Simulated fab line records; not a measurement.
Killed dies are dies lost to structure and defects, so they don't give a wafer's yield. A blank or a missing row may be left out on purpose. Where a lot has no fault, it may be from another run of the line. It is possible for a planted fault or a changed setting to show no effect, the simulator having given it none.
A struck lot beside a sound one ; flow sky130 ; 15 steps out of a route of 708
Sound: these wafers, L816.1, L816.3, L816.6. Wafers struck: L828.3, L828.4, L828.6. The cause comes at the end.
Per side, at each step with rows, come the tool, then ch with its chambers, and then its first start. Under that, the readings that differ: sound wafers ; struck wafers ; difference of the means ; sigmas: that difference in standard deviations of wafers without a fault.
alike: words and numbers the same on both sides, and readings whose means are apart by under 2 such deviations; not compared: readings that were withheld, readings missing a value for some wafer, numbers with overlapping values and no deviation given by the record, and bounds like >300 which may hide the same value.
The two part at a step that has a row with sigmas, a row that says differs or no value, or rows on one side only. Non-overlapping numbers with no deviation appear without sigmas and do not part them. A reading missing from all wafers of one side parts the sides only when that side holds two or more wafers.

first, 1 step without rows for these wafers: SKY_PWDE_IMPLANT_08.
SKY_PWDE_STRIP_09: strips in O2/N2.
  sound on plasma_asher-02 ch 0,1, day 4 22:59; struck on plasma_asher-01 ch 0,1, day 7 20:19
  alike: chamber_pressure_mTorr, drypump_motor_current_A, oes_product_au, strip_time_to_endpoint_s
  not compared: rf_hours_counter_h
SKY_PWDE_TW_MEAS_10:
  sound on film_metro-03, day 4 23:05; struck on film_metro-01, day 7 20:25
  alike: PWDE_TW
then, 7 steps without rows for these wafers: SKY_NWELL_DEHYDRATE_03 (time 60 s); SKY_NWELL_HMDS_04 (prime time 60 s); SKY_NWELL_COAT_05 (resist thk 3000 nm); SKY_NWELL_SOFTBAKE_06; SKY_NWELL_EXPOSE_07 (exposes mask NWM, target cd 840 nm); SKY_NWELL_PEB_08; SKY_NWELL_DEVELOP_09 (develop time 60 s).
SKY_NWELL_OVL_MEAS_10:
  sound on overlay-01, day 5 16:29; struck on overlay-01, day 8 16:42
  alike: NWELL_00_OVL
following that, these wafers have no rows for 1 step: SKY_NWELL_IMPLANT_11.
SKY_NWELL_IMPLANT_12:
  sound on implanter-01 ch 0, day 5 16:41; struck on implanter-01 ch 0, day 8 16:56
reading;sound;struck;difference;sigmas
dose_ions_cm2;1.3017e+12 1.2988e+12 1.2996e+12;1.4037e+12 1.403e+12 1.402e+12;+1.0287e+11;+73
faraday_current_uA;6.97 7.57 7.25;7.98 8.09 7.85;+0.71;+5
following that, these wafers have no rows for 1 step: SKY_NWELL_IMPLANT_13.
-- the record jumps here: 41 days lie between the struck wafers' starts before and after (it left off in module NWELL and takes up again in module PAD_OPEN, whose first step shown is number 708 of the route) --
SKY_PAD_OPEN_PROBE_99:
  sound on prober-02, day 46 22:22; struck on prober-02, day 49 22:17
reading;sound;struck;difference;sigmas
killed_dies;86 107 93;84 74 69;-20;-2
killed_open;53 51 49;35 31 41;-15;-2
model.etest.pfet_g5v0d10v5.off_log10_a_um;-12.64 -12.59 -12.41;-12.83 -13.09 -13.06;-0.45;
model.etest.pfet_01v8_lvt.off_log10_a_um;-8.731 -8.668 -8.98;-9.279 -9.389 -9.3;-0.530;
model.etest.pfet_16v.vt_v (V);-1.084 -1.097 -1.099;-1.128 -1.132 -1.136;-0.039;
model.etest.pfet_g5v0d10v5.vt_long_v (V);-0.9207 -0.9323 -0.9347;-0.9565 -0.958 -0.96;-0.0289;
model.etest.pfet_01v8_lvt.vt_sat_v (V);-0.437 -0.4367 -0.4427;-0.4667 -0.4767 -0.4685;-0.0318;
model.etest.pfet_01v8_lvt.vt_v (V);-0.5288 -0.5259 -0.5298;-0.5546 -0.5634 -0.557;-0.0302;
model.etest.pfet_01v8_lvt.vt_long_v (V);-0.6436 -0.6478 -0.6497;-0.6715 -0.6767 -0.6724;-0.0265;
  alike: killed_at_M0_to_M3, killed_at_M4_up, killed_at_contacts, killed_at_front_end, killed_at_other, killed_short

WHERE THEY PART
Earliest at SKY_NWELL_IMPLANT_12; latest, in this record, at SKY_PAD_OPEN_PROBE_99.

WHY: the cause the simulator had injected
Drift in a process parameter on implanter-01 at SKY_NWELL_IMPLANT_12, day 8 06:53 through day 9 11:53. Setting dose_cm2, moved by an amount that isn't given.
